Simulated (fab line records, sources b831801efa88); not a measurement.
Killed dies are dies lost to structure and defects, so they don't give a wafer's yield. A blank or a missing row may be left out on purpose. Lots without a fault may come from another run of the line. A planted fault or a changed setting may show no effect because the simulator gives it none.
fab line records | flow sky130
record lots=6 wafers=17 last_day=50
route steps=708 shown VIA2@509 PAD_OPEN@708
lots that met no fault: from a run of the same line without faults
start_h: hours from the record's first day to the start of the lot's first wafer shown | wait_h: hours since the lot's step before | " the same as in the row above | L1.1+2: a row that stands for several wafers | - no value, or no start given | * or withheld: withheld | < > ~ a bound
route shown NAME@n: a module of which the file shows steps, and the number in the route of the first | usual: mean/standard deviation of fault-free wafers | same: alike in all rows | chamber/n: place in a boat | sites: the reading at each site | _std_site: their standard deviation | _edge_site: outer sites' mean less inner sites' | radius_mm: how far each site lies from the wafer's centre | mask NAME#n: copy n | behind: the tool/chamber that last shaped the wafer | hold: why the lot was held/for how many hours/how that ended | device: the transistor (n, p or np) that didn't switch | end of line: the same wafers' tests at the end of the route | a step without rows: its recipe alone | killed: dies lost to structure and defects at the first sort, not the wafer's yield | map: a wafer's dies, x killed, . not, _ none there
set.NAME: the setting as run; set.NAME@STEP: as run at that earlier step | model.NAME: the simulator's own value behind a step, which no gauge read
lots at some steps of the route; a table a step, a row a wafer
services: from which hour (start_h, from the record's first day; less than 0 if before it) a tool's chamber was out of use, for how many hours, and why
## steps
# step SKY_VIA2_CMP_02
# recipe material=SiO2 down_force_psi=4 platen_rpm=60 pad_velocity_m_s=0.94248
# usual motor_current_A=12.2/0.83
# columns lot.wafer tool chamber start_h wait_h motor_current_A
L751.2 cmp-01 1 844.13 0.0 12.7
L751.4 " 2 " " 10.8
L751.6 " 2 " " 11.9
L754.3 cmp-01 2 888.76 0.0 12.2
L754.4 " 3 " " 12.1
L754.2 " 1 " " 12.7
L764.3 cmp-02 0 942.38 0.1 12.4
L764.5 " 2 " " 11.7
L766.2 cmp-02 3 969.80 0.1 13.3
L766.1 " 0 " " 12.8
L766.6 " 1 " " 11.9
L769.2 cmp-02 1 976.05 0.1 12.2
L769.1 " 3 " " 13.4
L769.3 " 0 " " 12.7
L770.3 cmp-02 2 982.11 0.0 12.1
L770.2 " 0 " " 13.2
L770.5 " 2 " " 11.7
# step SKY_VIA2_BOW_MEAS_03
# recipe mode=bow
# usual VIA2_BOW=85/6.8
# columns lot.wafer tool chamber start_h wait_h VIA2_BOW[um]
L751.2 film_metro-01 - 844.45 0.3 86
L751.4 " - " " 88
L751.6 " - " " 84
L754.2 film_metro-02 - 889.08 0.1 88
L754.3 " - " " 86
L754.4 " - " " 87
L764.3 film_metro-01 - 942.62 0.2 82
L764.5 " - " " 79
L766.1 film_metro-01 - 970.00 0.1 81
L766.2 " - " " 79
L766.6 " - " " 78
L769.1 film_metro-03 - 976.35 0.1 90
L769.2 " - " " 80
L769.3 " - " " 80
L770.2 film_metro-03 - 982.43 0.2 86
L770.3 " - " " 94
L770.5 " - " " 92
# step SKY_VIA2_DEHYDRATE_04
# recipe temp_c=200 time_s=60
# step SKY_VIA2_HMDS_05
# recipe prime_time_s=60 prime_temp_c=120
# step SKY_VIA2_COAT_06
# recipe resist=BARC temp_c=withheld time_s=withheld spin_rpm=3000 resist_thk_nm=60
# step SKY_VIA2_COAT_07
# recipe resist=KrF-thick spin_rpm=3000 resist_thk_nm=450
# step SKY_VIA2_SOFTBAKE_08
# recipe temp_c=100 time_s=90 resist=KrF-thick
# step SKY_VIA2_EXPOSE_09
# recipe mask_id=VIM2 na=0.8 source_shape=annular sigma_inner=0.55 sigma_outer=0.85 target_cd_nm=200 dose_mj=38
# step SKY_VIA2_PEB_10
# recipe peb_temp_c=withheld peb_time_s=withheld resist=KrF-thick
# step SKY_VIA2_DEVELOP_11
# recipe develop_time_s=60 resist=KrF-thick dev_temp_c=21
# step SKY_VIA2_CD_MEAS_12
# recipe target_cd_nm=200
# usual cd_nm=200.2/1.3
# columns lot.wafer tool chamber start_h wait_h cd_nm
L751.2 cd_sem-02 - 870.64 - 198.8
L751.4 " - " " 198.3
L751.6 " - " " 199.3
L754.2 cd_sem-01 - 914.64 - 200.0
L754.3 " - " " 199.2
L754.4 " - " " 199.0
L764.3 cd_sem-01 - 966.81 - 202.2
L764.5 " - " " 202.7
L766.1 cd_sem-02 - 993.67 - 198.9
L766.2 " - " " 198.6
L766.6 " - " " 198.5
L769.1 cd_sem-02 - 999.77 - 201.3
L769.2 " - " " 201.9
L769.3 " - " " 200.4
L770.2 cd_sem-02 - 1006.24 - 199.2
L770.3 " - " " 200.4
L770.5 " - " " 199.0
# step SKY_VIA2_OVL_MEAS_13
# usual VIA2_OVL=-5/5.1
# columns lot.wafer tool chamber start_h wait_h VIA2_OVL[nm]
L751.2 overlay-02 - 870.74 0.1 -4
L751.4 " - " " -7
L751.6 " - " " -14
L754.2 overlay-01 - 914.74 0.1 -2
L754.3 " - " " 1
L754.4 " - " " -1
L764.3 overlay-02 - 966.90 0.1 -5
L764.5 " - " " -1
L766.1 overlay-01 - 993.79 0.1 -1
L766.2 " - " " -1
L766.6 " - " " -1
L769.1 overlay-02 - 999.89 0.1 -8
L769.2 " - " " -9
L769.3 " - " " -6
L770.2 overlay-01 - 1006.35 0.1 -7
L770.3 " - " " -5
L770.5 " - " " -1
# step SKY_VIA2_ETCH_14
# recipe chemistry=N2/H2 target=BARC ion_energy_ev=200 source_w=500 bias_w=100 pressure_mtorr=30 n2_flow_sccm=100 h2_flow_sccm=200 stop_on=SiO2 time_s=45.9 target_depth_a=600
# usual drypump_motor_current_A=5.7/0.5 h2_flow_sccm=199.9/0.65 oes_product_au=0.854/0.0047 run_length_s=74.2/0.45 throttle_valve_pct=13.224/0.0088
# columns lot.wafer tool chamber start_h wait_h drypump_motor_current_A h2_flow_sccm oes_product_au rf_hours_counter_h run_length_s throttle_valve_pct model.KrF-thick_of_VIA2_COAT_07.thk_nm
L751.2 rie_diel-02 2 870.77 0.0 6.5 199.8 0.850 2 74.0 13.220 392.1
L751.4 " 3 " " 5.2 199.9 0.850 6 73.6 13.220 390
L751.6 " 2 " " 6.5 199.8 0.851 - 74.1 13.219 393.9
L754.2 rie_diel-02 3 914.77 0.0 5.2 199.1 0.853 7 73.7 13.224 391.6
L754.3 " 0 " " 5.5 200.2 0.851 9 73.7 13.221 390.7
L754.4 " 1 " " 5.6 199.0 0.858 24 75.3 13.218 390.7
L764.3 rie_diel-02 2 966.93 0.0 6.5 198.4 0.978 5 66.7 13.233 399.5
L764.5 " 3 " " 5.2 201.0 0.853 - 73.6 13.228 390.1
L766.1 rie_diel-02 2 993.82 0.0 6.5 200.2 0.854 6 73.8 13.227 396.1
L766.2 " 3 " " 5.2 199.9 0.847 9 73.3 13.230 393
L766.6 " 1 " " 5.6 199.6 0.991 - 67.7 13.214 400.3
L769.1 rie_diel-04 2 999.92 0.0 5.6 200.0 0.849 18 74.5 13.236 393.3
L769.2 " 0 " " 5.5 200.8 0.852 20 74.8 13.234 395.5
L769.3 " 1 " " 5.1 200.7 0.852 20 74.1 13.243 393.9
L770.2 rie_diel-03 0 1006.38 0.0 5.4 199.0 0.850 9 74.1 13.220 392.2
L770.3 " 1 " " 6.5 200.4 0.856 15 74.1 13.216 392.3
L770.5 " 2 " " 5.9 199.7 0.851 - 73.9 13.224 392
# step SKY_VIA2_ETCH_15
# recipe target=SiO2 chemistry=C4F8/O2/Ar target_depth_nm=546 stop_on=TiN mask_material=KrF-thick source_w=1500 bias_w=1200 pressure_mtorr=40 c4f8_flow_sccm=withheld O2_flow_sccm=6 Ar_flow_sccm=300 time_s=84
# usual oes_product_au=0.939/0.0044 run_length_s=112.3/0.51
# columns lot.wafer tool chamber start_h wait_h oes_product_au run_length_s model.KrF-thick_of_VIA2_COAT_07.thk_nm
L751.2 rie_diel-02 2 870.81 0.0 0.940 111.8 285.4
L751.4 " 3 " " 0.941 111.4 279.7
L751.6 " 2 " " 0.937 111.9 286.9
L754.2 rie_diel-02 3 914.81 0.0 0.935 111.3 282.7
L754.3 " 0 " " 0.938 111.6 283.2
L754.4 " 1 " " 0.940 113.0 281.5
L764.3 rie_diel-02 2 966.97 0.0 0.936 112.2 291.8
L764.5 " 3 " " 0.941 111.5 278.8
L766.1 rie_diel-02 2 993.87 0.0 0.939 112.4 289
L766.2 " 3 " " 0.940 111.7 282.7
L766.6 " 1 " " 0.940 113.3 291.7
L769.1 rie_diel-04 2 999.97 0.0 0.943 112.6 287.3
L769.2 " 0 " " 0.941 113.4 289.5
L769.3 " 1 " " 0.941 111.8 288
L770.2 rie_diel-03 0 1006.42 0.0 0.943 112.1 285.2
L770.3 " 1 " " 0.943 112.6 285.3
L770.5 " 2 " " 0.944 111.9 282.5
# step SKY_VIA2_STRIP_16
# recipe chemistry=O2/N2 power_w=1400 pressure_mtorr=1500 platen_temp_c=withheld o2_flow_sccm=3000 n2_flow_sccm=300 overash_fraction=0.5
# usual drypump_motor_current_A=5.5/0.33 oes_product_au=0.399/0.0049 strip_time_to_endpoint_s=4.058/0.025
# columns lot.wafer tool chamber start_h wait_h drypump_motor_current_A oes_product_au rf_hours_counter_h strip_time_to_endpoint_s
L751.2 plasma_asher-02 0 870.88 0.0 5.8 0.395 99 4.054
L751.4 " 1 " " 4.8 0.407 - 4.004
L751.6 " 1 " " 4.7 0.404 - 4.075
L754.2 plasma_asher-03 0 914.88 0.0 5.6 0.401 46 4.047
L754.3 " 1 " " 5.6 0.394 - 4.051
L754.4 " 0 " " 5.5 0.393 - 4.006
L764.3 plasma_asher-04 0 967.06 0.1 5.9 0.398 - 4.127
L764.5 " 0 " " 5.9 0.400 - 3.994
L766.1 plasma_asher-03 0 993.93 0.0 5.5 0.391 54 4.109
L766.2 " 1 " " 5.6 0.396 54 4.043
L766.6 " 0 " " 5.6 0.397 - 4.124
L769.1 plasma_asher-02 0 1000.03 0.0 5.8 0.405 110 4.107
L769.2 " 1 " " 4.8 0.398 110 4.119
L769.3 " 0 " " 5.8 0.396 - 4.094
L770.2 plasma_asher-03 1 1006.48 0.0 5.6 0.405 56 4.053
L770.3 " 1 " " 5.6 0.396 - 4.058
L770.5 " 0 " " 5.6 0.398 - 4.026
# step SKY_VIA2_STRIP_17
# recipe chemistry=post_etch_residue_remover time_s=1200 temp_c=72.5
# step SKY_PAD_OPEN_PROBE_99
# usual defect_limited_yield=82.5/2 killed_at_M0_to_M3=44/7 killed_at_M4_up=3.0/1.7 killed_at_contacts=24/5.2 killed_at_front_end=15/4.8 killed_at_other=0.2/0.56 killed_dies=86/9.7 killed_open=47/7.1 killed_short=39/6.3 sort_bin_3_pad_short=0.9/0.4 sort_bin_5_function=10.3/1.6 sort_bin_6_memory=6.3/1.2 sort_n_pass=406/9.7 sort_yield_pct=82.5/2
# same gross_dies=492 killed_at_back_side=0 sort_bin_4_leakage[%]=0 sort_bin_8_speed[%]=0
# columns lot.wafer tool chamber start_h wait_h defect_limited_yield[%] killed_at_M0_to_M3 killed_at_M4_up killed_at_contacts killed_at_front_end killed_at_other killed_dies killed_open killed_short sort_bin_3_pad_short[%] sort_bin_5_function[%] sort_bin_6_memory[%] sort_n_pass sort_yield_pct[%]
L764.5 prober-01 - 1170.89 0.2 84.6 40 2 23 11 0 76 36 39 0.4 9.1 5.9 416 84.6
# killed by level:class
L764.5 VIA2:geometric_particle:open=9 CONTACT:geometric_particle:open=8 LI_CONTACT:geometric_particle:open=6 METAL1:geometric_particle:short=6 POLY_GATE:geometric_particle:short=4 LOCAL_INTERCONNECT:geometric_particle:short=4 METAL3:geometric_particle:short=4 METAL2:geometric_particle:short=4
## services
# columns tool chamber start_h hours kind
plasma_asher-03 - 827.67 14.6 pm
rie_diel-04 1 845.43 15.9 repair
plasma_asher-02 - 866.62 2.1 repair
rie_diel-02 2 868.05 2.7 repair
rie_diel-02 - 869.02 0.4 repair
rie_diel-03 0 869.24 8.0 repair
rie_diel-04 0 879.29 1.7 repair
plasma_asher-02 - 895.72 4.4 repair
rie_diel-03 - 898.13 2.8 pm
rie_diel-04 1 903.32 11.7 repair
cmp-02 - 912.00 4.0 pm
cmp-02 - 916.00 - consumable_replace:conditioner
cmp-02 - 916.00 - consumable_replace:pad
cmp-01 - 918.50 5.3 pm
cmp-01 - 926.55 3.8 repair
cmp-01 - 926.73 5.7 repair
rie_diel-04 - 939.67 0.3 repair
rie_diel-04 2 941.71 13.9 repair
rie_diel-02 3 952.31 7.9 repair
plasma_asher-03 - 959.30 0.5 repair
plasma_asher-04 - 962.02 3.4 repair
plasma_asher-02 - 984.34 15.6 pm
cmp-02 - 993.62 0.6 repair
plasma_asher-04 - 995.30 28.1 pm
## key
first_sign step=SKY_VIA2_ETCH_14 reading=oes_product_au direction=up sigmas=28 usual=0.854 struck=0.984
effect step=SKY_VIA2_ETCH_14 reading=run_length_s direction=down sigmas=15 usual=* struck=*
effect step=SKY_VIA2_STRIP_16 reading=strip_time_to_endpoint_s direction=up sigmas=2.7 usual=* struck=*
model_effect step=SKY_VIA2_ETCH_14 value=KrF-thick_of_VIA2_COAT_07.thk_nm without=393.3 struck=399.9
model_effect step=SKY_VIA2_ETCH_15 value=KrF-thick_of_VIA2_COAT_07.thk_nm without=285.2 struck=291.8
met_at SKY_VIA2_ETCH_14
struck_wafers L764.3,L766.6
onset_between 914.77 966.93
fault kind=process_parameter_drift tool=rie_diel-02 chamber=- onset_h=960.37 steps=SKY_VIA2_ETCH_14 channel=time_s offset=* shape=step end_h=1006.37 scope=struck_wafers_only acts_in=* stated=*
